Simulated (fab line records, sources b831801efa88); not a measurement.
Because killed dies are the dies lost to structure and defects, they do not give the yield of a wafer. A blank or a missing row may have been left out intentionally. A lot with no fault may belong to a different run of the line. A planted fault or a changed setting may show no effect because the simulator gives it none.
A struck lot beside a sound one    flow gf180mcu    14 steps out of a route of 602
Sound: the wafers L583.2, L583.5, L583.6. Wafers struck: L574.2, L574.4, L574.5. The cause is given at the end.
At each step with rows: each side's tool, then ch and its chambers, then its first start. Under that, the readings that differ: sound wafers    struck wafers    difference of the means    sigmas: that difference in standard deviations of wafers without a fault.
alike: readings whose means differ by less than 2 such deviations, and words and numbers that are the same on both sides. not compared: withheld readings, readings that some wafer has no value for, bounds like >300 that may hide the same value, and numbers for which the record gives no deviation and whose values overlap.
The two part at a step that has a row with sigmas, a row that says differs or no value, or rows on one side only. Non-overlapping numbers with no deviation appear without sigmas and do not part them. A reading that every wafer of one side lacks parts them only if that side has two wafers or more.

first, 1 step without rows for these wafers: GF_MVSD_DEVELOP_06 (develop time 60 s).
GF_MVSD_OVL_MEAS_07:
  sound on overlay-01 at day 7 17:40; struck on overlay-02 at day 5 09:47
reading        sound           struck       difference  sigmas
MVSD_OVL (nm)  -2.1 -2.2 -2.7  2.5 1.0 0.9  +3.8        +3
then, 2 steps without rows for these wafers: GF_MVSD_IMPLANT_08; GF_MVSD_IMPLANT_09.
GF_MVSD_STRIP_10: strips in O2/N2.
  sound on plasmaAsher-03 ch 0,1, day 7 18:00; struck on plasmaAsher-04 ch 0,1, day 5 10:07
reading                   sound              struck             difference  sigmas
stripTimeToEndpointS (s)  37.10 37.21 37.05  36.92 36.68 36.82  -0.31       -3
  alike: drypumpMotorCurrentA, heaterPowerW, oesProductAu
  not compared: rfHoursCounterH
GF_MVSD_TW_MEAS_11:
  sound on filmMetro-01 at day 7 18:07; struck on filmMetro-04 at day 5 10:13
  alike: MVSD_TW
then, 6 steps without rows for these wafers: GF_MVPSD_DEHYDRATE_00 (time 60 s); GF_MVPSD_HMDS_01 (prime time 60 s); GF_MVPSD_COAT_02 (resist thk 3000 nm); GF_MVPSD_SOFTBAKE_03; GF_MVPSD_EXPOSE_04 (exposes mask MVPSD, target cd 1000 nm); GF_MVPSD_PEB_05.
GF_MVPSD_DEVELOP_06: develop time 60 s.
  sound on lithoTrack-04 ch 0, day 8 09:00; struck on lithoTrack-04, day 6 00:00
  no value came back on the struck wafers for chillPlateTempC (C), developTimeS (s); on the sound wafers chillPlateTempC (C) reads 22.87 23.11 22.96
GF_MVPSD_OVL_MEAS_07:
  sound on overlay-01 at day 8 09:29; struck on overlay-01 at day 6 00:14
reading         sound          struck  difference                     sigmas
MVPSD_OVL (nm)  0.5 -0.3 -0.1  - - -   no value on the struck wafers  

== WHERE THEY PART ==
Last at GF_MVPSD_OVL_MEAS_07 as far as this record goes, first at GF_MVSD_OVL_MEAS_07.

WHY: the cause the simulator had injected
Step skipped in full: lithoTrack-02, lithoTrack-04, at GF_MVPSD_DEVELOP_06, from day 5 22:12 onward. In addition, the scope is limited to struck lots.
